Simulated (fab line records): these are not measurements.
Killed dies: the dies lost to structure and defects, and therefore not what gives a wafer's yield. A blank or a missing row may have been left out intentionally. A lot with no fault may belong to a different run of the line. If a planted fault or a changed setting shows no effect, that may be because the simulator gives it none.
fab line records	flow gf180mcu
record lots=24	wafers=72	last-day=34
route steps=602 shown STI@31 M1@316 V1@358 M3@409 V3@444 MIM@512
lots that met no fault: from a run of the same line without faults
start-h: hours from the record's opening day to when the first of the lot's shown wafers began	wait-h: how many hours have passed since the lot's step before this one	" repeats the value in the row above	L1.1+2: several wafers, shown together as one row	- either no value or no given start	* or withheld: withheld	< > ~ a bound
route shown NAME@n: names a module that has steps shown in the file, with the first one's number in the route	usual: mean/standard deviation taken from wafers without a fault	same: alike in all rows	chamber/n: place in a boat	sites: readings site by site	_std_site: standard deviation across them	_edge_site: inner sites' mean taken away from outer sites' mean	radius-mm: for every site, how far away it sits from the centre of the wafer	mask NAME#n: copy n	behind: the most recent tool/chamber to have shaped the wafer	hold: why the lot was held/for how many hours/how that ended	device: which transistor (n, p or np) failed to switch	end of line: at the end of the route, the tests of the same wafers	a step given without rows: its recipe and nothing more	killed: at the first sort, the dies lost to defects and structure; wafer yield is something else	map: dies across one wafer; x = killed, . = not, _ = none there
set.NAME: the setting as run; set.NAME@STEP: as run at that earlier step	model.NAME: the simulator's own value behind a step, which no gauge read
a sample of lots followed through the steps of the route, with each step as a table and each wafer as a row
services: the hour from which a tool's chamber was out of use, counted from the record's first day as start-h (under 0 if before that day), plus the number of hours and why
## steps
# step GF_STI_THK_MEAS_30
# recipe reads=SiO2_of_STI_OXIDATION_29
# usual STI_OXIDATION_02_THK=9.83/0.21
lot.wafer	tool	chamber	start-h	wait-h	STI_OXIDATION_02_THK[nm]
L074.3	film-metro-04	-	31.74	0.0	9.71
L074.5	"	-	"	"	9.88
L074.6	"	-	"	"	9.81
L075.3	film-metro-03	-	35.56	0.0	9.72
L075.4	"	-	"	"	9.63
L075.5	"	-	"	"	9.58
L076.1	film-metro-01	-	45.31	0.0	10.02
L076.5	"	-	"	"	9.99
L076.6	"	-	"	"	10.06
L077.1	film-metro-01	-	47.55	0.0	9.92
L077.5	"	-	"	"	10.04
L077.6	"	-	"	"	9.99
L078.1	film-metro-04	-	51.29	0.1	9.73
L078.3	"	-	"	"	9.82
L078.4	"	-	"	"	9.83
L079.1	film-metro-01	-	55.52	0.0	9.90
L079.4	"	-	"	"	9.83
L079.5	"	-	"	"	9.80
L080.1	film-metro-01	-	60.66	0.0	10.24
L080.5	"	-	"	"	10.08
L080.6	"	-	"	"	10.35
L081.1	film-metro-01	-	65.52	0.0	9.78
L081.4	"	-	"	"	9.66
L081.6	"	-	"	"	9.54
L082.4	film-metro-04	-	73.71	0.0	9.69
L082.5	"	-	"	"	9.35
L082.6	"	-	"	"	9.58
L083.1	film-metro-03	-	77.60	0.0	9.39
L083.2	"	-	"	"	9.56
L083.5	"	-	"	"	9.49
L084.1	film-metro-04	-	81.27	0.0	9.98
L084.3	"	-	"	"	10.00
L084.6	"	-	"	"	9.98
L085.1	film-metro-03	-	87.17	0.0	9.76
L085.4	"	-	"	"	9.97
L085.6	"	-	"	"	9.66
L086.3	film-metro-01	-	93.09	0.0	9.64
L086.5	"	-	"	"	9.77
L086.6	"	-	"	"	9.74
L087.1	film-metro-03	-	96.38	0.0	9.75
L087.3	"	-	"	"	9.85
L087.4	"	-	"	"	9.72
L088.1	film-metro-01	-	103.30	0.0	10.04
L088.2	"	-	"	"	9.81
L088.3	"	-	"	"	9.91
L089.1	film-metro-04	-	108.44	0.0	9.90
L089.2	"	-	"	"	9.63
L089.5	"	-	"	"	9.86
L090.2	film-metro-04	-	113.13	0.0	9.73
L090.3	"	-	"	"	9.69
L090.5	"	-	"	"	9.65
L091.4	film-metro-03	-	118.62	0.0	9.99
L091.5	"	-	"	"	9.91
L091.6	"	-	"	"	9.98
L092.2	film-metro-03	-	122.60	0.0	10.13
L092.3	"	-	"	"	10.20
L092.6	"	-	"	"	9.97
L093.3	film-metro-03	-	128.62	0.0	10.09
L093.4	"	-	"	"	10.10
L093.6	"	-	"	"	10.30
L094.3	film-metro-03	-	133.38	0.0	9.88
L094.4	"	-	"	"	9.88
L094.6	"	-	"	"	9.89
L095.3	film-metro-04	-	138.51	0.0	9.85
L095.4	"	-	"	"	10.16
L095.5	"	-	"	"	10.10
L096.2	film-metro-04	-	144.97	0.0	9.52
L096.3	"	-	"	"	9.46
L096.6	"	-	"	"	9.39
L097.2	film-metro-04	-	148.45	0.0	10.02
L097.4	"	-	"	"	9.85
L097.6	"	-	"	"	9.73
# step GF_M1_SPUTTER_01
# recipe material=TiN	target-thk-nm=30	power-w=6500	time-s=25	chamber-pressure-pa=0.4
# usual throttle-valve-pct=29.8/0.54
lot.wafer	tool	chamber	start-h	wait-h	throttle-valve-pct
L074.3	pvd-sputter-04	-	365.38	0.1	29.6
L074.5	"	-	"	"	30.3
L074.6	"	-	"	"	29.8
L075.3	pvd-sputter-03	-	376.72	0.1	29.4
L075.4	"	-	"	"	28.9
L075.5	"	-	"	"	30.1
L076.1	pvd-sputter-03	-	386.03	0.1	30.2
L076.5	"	-	"	"	29.4
L076.6	"	-	"	"	30.3
L077.1	pvd-sputter-04	-	390.04	0.1	30.0
L077.5	"	-	"	"	29.3
L077.6	"	-	"	"	29.7
L078.1	pvd-sputter-03	-	397.10	0.1	29.9
L078.3	"	-	"	"	30.2
L078.4	"	-	"	"	28.8
L079.1	pvd-sputter-01	-	406.28	0.1	31.0
L079.4	"	-	"	"	29.6
L079.5	"	-	"	"	31.2
L080.1	pvd-sputter-04	-	416.39	0.1	29.9
L080.5	"	-	"	"	30.1
L080.6	"	-	"	"	29.8
L081.1	pvd-sputter-03	-	420.62	0.1	29.7
L081.4	"	-	"	"	29.0
L081.6	"	-	"	"	30.2
L082.4	pvd-sputter-04	-	434.94	0.1	30.4
L082.5	"	-	"	"	30.1
L082.6	"	-	"	"	29.4
L083.1	pvd-sputter-01	-	442.34	0.1	29.8
L083.2	"	-	"	"	29.2
L083.5	"	-	"	"	30.9
L084.1	pvd-sputter-04	-	453.53	0.1	30.1
L084.3	"	-	"	"	30.4
L084.6	"	-	"	"	30.1
L085.1	pvd-sputter-04	-	461.19	0.1	30.3
L085.4	"	-	"	"	30.0
L085.6	"	-	"	"	30.3
L086.3	pvd-sputter-04	-	475.80	0.1	29.6
L086.5	"	-	"	"	30.3
L086.6	"	-	"	"	30.2
L087.1	pvd-sputter-03	-	481.24	0.1	29.1
L087.3	"	-	"	"	30.3
L087.4	"	-	"	"	29.8
L088.1	pvd-sputter-01	-	488.09	0.1	29.5
L088.2	"	-	"	"	31.1
L088.3	"	-	"	"	29.4
L089.1	pvd-sputter-03	-	497.84	0.1	30.2
L089.2	"	-	"	"	29.7
L089.5	"	-	"	"	29.0
L090.2	pvd-sputter-03	-	504.94	0.1	28.9
L090.3	"	-	"	"	30.1
L090.5	"	-	"	"	29.4
L091.4	pvd-sputter-01	-	513.13	0.1	30.9
L091.5	"	-	"	"	29.1
L091.6	"	-	"	"	29.5
L092.2	pvd-sputter-03	-	520.40	0.1	29.3
L092.3	"	-	"	"	30.0
L092.6	"	-	"	"	30.1
L093.3	pvd-sputter-01	-	530.73	0.1	29.6
L093.4	"	-	"	"	29.4
L093.6	"	-	"	"	31.3
L094.3	pvd-sputter-04	-	539.11	0.1	29.7
L094.4	"	-	"	"	30.2
L094.6	"	-	"	"	30.0
L095.3	pvd-sputter-04	-	548.18	0.1	29.7
L095.4	"	-	"	"	29.5
L095.5	"	-	"	"	29.6
L096.2	pvd-sputter-01	-	550.48	0.1	29.5
L096.3	"	-	"	"	30.9
L096.6	"	-	"	"	31.1
L097.2	pvd-sputter-01	-	559.55	0.1	29.4
L097.4	"	-	"	"	29.6
L097.6	"	-	"	"	31.1
# step GF_V1_CVD_23
# recipe material=W	target-thk-nm=350	time-s=105.05	temp-c=400	pressure-torr=40
# usual heater-power-w=821/57
lot.wafer	tool	chamber	start-h	wait-h	heater-power-w	since-wet-clean-h
L074.3	cvd-w-02	1	412.03	0.1	749	-
L074.5	"	1	"	"	753	-
L074.6	"	0	"	"	811	-
L075.3	cvd-w-02	0	424.54	0.1	813	-
L075.4	"	1	"	"	748	-
L075.5	"	1	"	"	762	-
L076.1	cvd-w-01	1	435.10	0.0	882	531
L076.5	"	1	"	"	911	-
L076.6	"	0	"	"	802	-
L077.1	cvd-w-01	1	439.79	0.0	897	536
L077.5	"	0	"	"	794	-
L077.6	"	1	"	"	880	-
L078.1	cvd-w-02	1	446.47	0.0	755	42
L078.3	"	0	"	"	800	-
L078.4	"	1	"	"	748	-
L079.1	cvd-w-01	0	456.62	0.0	789	553
L079.4	"	0	"	"	793	-
L079.5	"	0	"	"	790	-
L080.1	cvd-w-02	1	467.81	0.0	742	64
L080.5	"	0	"	"	821	-
L080.6	"	1	"	"	754	-
L081.1	cvd-w-01	1	471.81	0.0	913	568
L081.4	"	0	"	"	803	-
L081.6	"	1	"	"	858	-
L082.4	cvd-w-01	0	486.25	0.1	790	-
L082.5	"	1	"	"	894	-
L082.6	"	0	"	"	801	-
L083.1	cvd-w-01	0	493.16	0.0	800	589
L083.2	"	1	"	"	911	589
L083.5	"	0	"	"	784	-
L084.1	cvd-w-02	1	504.80	0.0	756	101
L084.3	"	0	"	"	802	-
L084.6	"	0	"	"	791	-
L085.1	cvd-w-02	1	511.23	0.0	754	107
L085.4	"	1	"	"	754	-
L085.6	"	0	"	"	797	-
L086.3	cvd-w-01	0	526.46	0.1	798	-
L086.5	"	1	"	"	889	-
L086.6	"	0	"	"	789	-
L087.1	cvd-w-01	0	529.74	0.0	783	626
L087.3	"	0	"	"	802	-
L087.4	"	1	"	"	946	-
L088.1	cvd-w-01	0	536.96	0.0	775	633
L088.2	"	1	"	"	901	633
L088.3	"	0	"	"	787	-
L089.1	cvd-w-01	0	546.22	0.0	786	642
L089.2	"	1	"	"	902	642
L089.5	"	1	"	"	913	-
L090.2	cvd-w-01	1	552.71	0.0	884	649
L090.3	"	0	"	"	773	-
L090.5	"	0	"	"	788	-
L091.4	cvd-w-02	0	561.55	0.0	800	-
L091.5	"	0	"	"	800	-
L091.6	"	1	"	"	759	-
L092.2	cvd-w-01	0	568.31	0.0	790	664
L092.3	"	1	"	"	903	-
L092.6	"	1	"	"	915	-
L093.3	cvd-w-02	1	578.49	0.1	750	-
L093.4	"	0	"	"	809	-
L093.6	"	0	"	"	776	-
L094.3	cvd-w-01	1	585.98	0.1	921	-
L094.4	"	0	"	"	800	-
L094.6	"	0	"	"	780	-
L095.3	cvd-w-02	1	593.65	0.1	764	-
L095.4	"	0	"	"	797	-
L095.5	"	1	"	"	784	-
L096.2	cvd-w-01	0	596.19	0.0	778	692
L096.3	"	1	"	"	913	-
L096.6	"	0	"	"	783	-
L097.2	cvd-w-01	1	604.21	0.0	913	700
L097.4	"	0	"	"	773	-
L097.6	"	1	"	"	887	-
# step GF_M3_SPUTTER_00
# recipe material=Ti	target-thk-nm=37.5	arriving-ion-energy-ev=80	substrate-temp-c=200	chamber-pressure-pa=2	power-w=4000	time-s=150
# usual throttle-valve-pct=29.8/0.5
lot.wafer	tool	chamber	start-h	wait-h	throttle-valve-pct
L074.3	pvd-sputter-04	-	463.28	0.2	30.0
L074.5	"	-	"	"	30.0
L074.6	"	-	"	"	30.5
L075.3	pvd-sputter-04	-	476.86	0.2	30.4
L075.4	"	-	"	"	29.4
L075.5	"	-	"	"	30.1
L076.1	pvd-sputter-03	-	487.60	0.1	29.5
L076.5	"	-	"	"	29.4
L076.6	"	-	"	"	30.2
L077.1	pvd-sputter-04	-	493.04	0.1	29.8
L077.5	"	-	"	"	30.2
L077.6	"	-	"	"	30.4
L078.1	pvd-sputter-04	-	499.14	0.1	30.2
L078.3	"	-	"	"	30.0
L078.4	"	-	"	"	30.4
L079.1	pvd-sputter-01	-	508.44	0.2	29.4
L079.4	"	-	"	"	29.7
L079.5	"	-	"	"	29.5
L080.1	pvd-sputter-01	-	519.29	0.1	29.3
L080.5	"	-	"	"	31.0
L080.6	"	-	"	"	29.6
L081.1	pvd-sputter-04	-	523.01	0.2	30.3
L081.4	"	-	"	"	30.0
L081.6	"	-	"	"	30.0
L082.4	pvd-sputter-03	-	536.54	0.2	30.2
L082.5	"	-	"	"	29.7
L082.6	"	-	"	"	30.4
L083.1	pvd-sputter-01	-	543.47	0.2	29.5
L083.2	"	-	"	"	31.3
L083.5	"	-	"	"	31.0
L084.1	pvd-sputter-04	-	553.77	0.2	29.4
L084.3	"	-	"	"	30.0
L084.6	"	-	"	"	29.7
L085.1	pvd-sputter-03	-	559.74	0.1	30.1
L085.4	"	-	"	"	28.8
L085.6	"	-	"	"	29.6
L086.3	pvd-sputter-01	-	575.26	0.1	30.9
L086.5	"	-	"	"	29.4
L086.6	"	-	"	"	29.7
L087.1	pvd-sputter-03	-	578.69	0.2	28.9
L087.3	"	-	"	"	30.0
L087.4	"	-	"	"	30.2
L088.1	pvd-sputter-04	-	585.50	0.2	29.3
L088.2	"	-	"	"	29.8
L088.3	"	-	"	"	30.3
L089.1	pvd-sputter-03	-	593.56	0.1	29.4
L089.2	"	-	"	"	30.0
L089.5	"	-	"	"	30.1
L090.2	pvd-sputter-03	-	599.29	0.1	30.2
L090.3	"	-	"	"	29.8
L090.5	"	-	"	"	30.0
L091.4	pvd-sputter-03	-	608.76	0.2	29.2
L091.5	"	-	"	"	30.0
L091.6	"	-	"	"	29.0
L092.2	pvd-sputter-04	-	614.66	0.2	29.3
L092.3	"	-	"	"	30.4
L092.6	"	-	"	"	30.0
L093.3	pvd-sputter-03	-	623.84	0.1	30.0
L093.4	"	-	"	"	29.6
L093.6	"	-	"	"	30.1
L094.3	pvd-sputter-03	-	631.57	0.1	30.3
L094.4	"	-	"	"	29.7
L094.6	"	-	"	"	28.9
L095.3	pvd-sputter-04	-	638.60	0.2	29.8
L095.4	"	-	"	"	30.1
L095.5	"	-	"	"	29.4
L096.2	pvd-sputter-01	-	640.52	0.1	29.4
L096.3	"	-	"	"	31.1
L096.6	"	-	"	"	31.0
L097.2	pvd-sputter-01	-	648.64	0.1	29.9
L097.4	"	-	"	"	31.1
L097.6	"	-	"	"	29.5
# step GF_V3_OVL_MEAS_15
# usual V3_OVL=-3/5.4
lot.wafer	tool	chamber	start-h	wait-h	V3_OVL[nm]
L074.3	overlay-02	-	512.82	0.1	0
L074.5	"	-	"	"	-8
L074.6	"	-	"	"	-2
L075.3	overlay-01	-	525.82	0.1	-4
L075.4	"	-	"	"	-6
L075.5	"	-	"	"	-3
L076.1	overlay-02	-	535.81	0.1	-5
L076.5	"	-	"	"	-6
L076.6	"	-	"	"	-6
L077.1	overlay-02	-	540.01	0.1	-7
L077.5	"	-	"	"	-8
L077.6	"	-	"	"	-5
L078.1	overlay-01	-	546.36	0.1	-8
L078.3	"	-	"	"	-9
L078.4	"	-	"	"	-3
L079.1	overlay-02	-	556.21	0.1	-3
L079.4	"	-	"	"	2
L079.5	"	-	"	"	3
L080.1	overlay-02	-	567.16	0.1	-9
L080.5	"	-	"	"	-10
L080.6	"	-	"	"	-7
L081.1	overlay-01	-	568.80	0.1	-1
L081.4	"	-	"	"	0
L081.6	"	-	"	"	-7
L082.4	overlay-02	-	583.28	0.1	-3
L082.5	"	-	"	"	1
L082.6	"	-	"	"	-1
L083.1	overlay-01	-	589.00	0.1	-1
L083.2	"	-	"	"	7
L083.5	"	-	"	"	-10
L084.1	overlay-01	-	598.41	0.1	-7
L084.3	"	-	"	"	-7
L084.6	"	-	"	"	-6
L085.1	overlay-01	-	604.01	0.1	1
L085.4	"	-	"	"	-1
L085.6	"	-	"	"	7
L086.3	overlay-02	-	618.92	0.1	-7
L086.5	"	-	"	"	-11
L086.6	"	-	"	"	-8
L087.1	overlay-01	-	622.56	0.1	-1
L087.3	"	-	"	"	-7
L087.4	"	-	"	"	3
L088.1	overlay-01	-	628.86	0.1	1
L088.2	"	-	"	"	-4
L088.3	"	-	"	"	0
L089.1	overlay-01	-	636.66	0.1	-3
L089.2	"	-	"	"	-6
L089.5	"	-	"	"	6
L090.2	overlay-01	-	642.72	0.1	-17
L090.3	"	-	"	"	-12
L090.5	"	-	"	"	-14
L091.4	overlay-02	-	650.31	0.1	-10
L091.5	"	-	"	"	-4
L091.6	"	-	"	"	-2
L092.2	overlay-01	-	656.46	0.1	7
L092.3	"	-	"	"	-1
L092.6	"	-	"	"	2
L093.3	overlay-02	-	665.26	0.1	7
L093.4	"	-	"	"	9
L093.6	"	-	"	"	-1
L094.3	overlay-01	-	672.94	0.1	-11
L094.4	"	-	"	"	-3
L094.6	"	-	"	"	-6
L095.3	overlay-01	-	679.66	0.1	2
L095.4	"	-	"	"	2
L095.5	"	-	"	"	-6
L096.2	overlay-01	-	681.11	0.1	-6
L096.3	"	-	"	"	-8
L096.6	"	-	"	"	5
L097.2	overlay-02	-	688.91	0.1	-14
L097.4	"	-	"	"	-5
L097.6	"	-	"	"	-1
# step GF_MIM_SPUTTER_09
# recipe material=TiN	target-thk-nm=35	power-w=6500	time-s=29.2	chamber-pressure-pa=0.4141
# usual throttle-valve-pct=29.8/0.52
lot.wafer	tool	chamber	start-h	wait-h	throttle-valve-pct
L074.3	pvd-sputter-03	-	563.68	0.0	30.2
L074.5	"	-	"	"	29.8
L074.6	"	-	"	"	29.0
L075.3	pvd-sputter-03	-	576.75	0.0	30.1
L075.4	"	-	"	"	29.4
L075.5	"	-	"	"	30.2
L076.1	pvd-sputter-01	-	585.33	0.0	29.4
L076.5	"	-	"	"	29.6
L076.6	"	-	"	"	29.6
L077.1	pvd-sputter-04	-	588.39	0.0	29.5
L077.5	"	-	"	"	30.2
L077.6	"	-	"	"	30.2
L078.1	pvd-sputter-03	-	594.32	0.0	29.7
L078.3	"	-	"	"	29.6
L078.4	"	-	"	"	30.2
L079.1	pvd-sputter-01	-	603.70	0.0	29.6
L079.4	"	-	"	"	31.1
L079.5	"	-	"	"	29.2
L080.1	pvd-sputter-01	-	614.06	0.0	29.6
L080.5	"	-	"	"	31.0
L080.6	"	-	"	"	29.7
L081.1	pvd-sputter-03	-	615.95	0.0	29.5
L081.4	"	-	"	"	29.1
L081.6	"	-	"	"	29.9
L082.4	pvd-sputter-03	-	630.13	0.0	29.6
L082.5	"	-	"	"	29.1
L082.6	"	-	"	"	30.0
L083.1	pvd-sputter-03	-	635.36	0.0	30.3
L083.2	"	-	"	"	29.9
L083.5	"	-	"	"	29.1
L084.1	pvd-sputter-03	-	644.73	0.0	30.0
L084.3	"	-	"	"	29.0
L084.6	"	-	"	"	29.2
L085.1	pvd-sputter-03	-	649.98	0.0	29.4
L085.4	"	-	"	"	29.1
L085.6	"	-	"	"	29.0
L086.3	pvd-sputter-01	-	662.54	0.0	29.2
L086.5	"	-	"	"	29.5
L086.6	"	-	"	"	29.4
L087.1	pvd-sputter-03	-	668.12	0.0	30.0
L087.3	"	-	"	"	29.9
L087.4	"	-	"	"	29.5
L088.1	pvd-sputter-03	-	674.04	0.0	29.1
L088.2	"	-	"	"	29.7
L088.3	"	-	"	"	30.0
L089.1	pvd-sputter-03	-	680.53	0.0	29.7
L089.2	"	-	"	"	29.9
L089.5	"	-	"	"	29.1
L090.2	pvd-sputter-01	-	686.75	0.0	29.6
L090.3	"	-	"	"	29.5
L090.5	"	-	"	"	29.6
L091.4	pvd-sputter-03	-	694.75	0.0	29.6
L091.5	"	-	"	"	29.8
L091.6	"	-	"	"	30.0
L092.2	pvd-sputter-03	-	699.99	0.0	30.1
L092.3	"	-	"	"	29.2
L092.6	"	-	"	"	29.1
L093.3	pvd-sputter-04	-	708.24	0.0	29.6
L093.4	"	-	"	"	29.9
L093.6	"	-	"	"	29.7
L094.3	pvd-sputter-01	-	714.88	0.0	29.2
L094.4	"	-	"	"	29.8
L094.6	"	-	"	"	29.5
L095.3	pvd-sputter-04	-	721.69	0.0	29.7
L095.4	"	-	"	"	30.1
L095.5	"	-	"	"	29.4
L096.2	pvd-sputter-03	-	722.93	0.0	29.5
L096.3	"	-	"	"	28.9
L096.6	"	-	"	"	30.0
L097.2	pvd-sputter-01	-	730.45	0.0	29.4
L097.4	"	-	"	"	30.9
L097.6	"	-	"	"	31.2
## services
tool	chamber	start-h	hours	kind
pvd-sputter-01	3	360.66	-	consumable-replace:kit
pvd-sputter-01	3	360.66	18.0	scheduled-down
pvd-sputter-01	3	360.66	18.0	vent-cycle
cvd-w-01	-	376.71	3.8	pm
cvd-w-02	-	390.00	14.0	pm
pvd-sputter-01	-	438.59	1.9	repair
pvd-sputter-03	0	447.28	-	consumable-replace:kit
pvd-sputter-03	0	447.28	18.0	scheduled-down
pvd-sputter-03	0	447.28	18.0	vent-cycle
cvd-w-02	-	449.98	3.8	pm
pvd-sputter-03	-	453.78	8.7	repair
pvd-sputter-03	-	541.97	1.4	repair
cvd-w-02	-	546.13	6.9	pm
pvd-sputter-04	2	552.71	-	consumable-replace:kit
pvd-sputter-04	2	552.71	18.0	scheduled-down
pvd-sputter-04	2	552.71	18.0	vent-cycle
pvd-sputter-03	-	560.40	1.4	repair
pvd-sputter-01	2	579.27	-	consumable-replace:kit
cvd-w-02	-	612.90	0.2	repair
cvd-w-02	0	655.79	2.4	repair
pvd-sputter-04	-	672.20	1.4	repair
pvd-sputter-03	3	680.56	-	consumable-replace:kit
pvd-sputter-04	-	724.92	1.2	repair
cvd-w-02	0	725.98	15.9	repair
## key
fault none
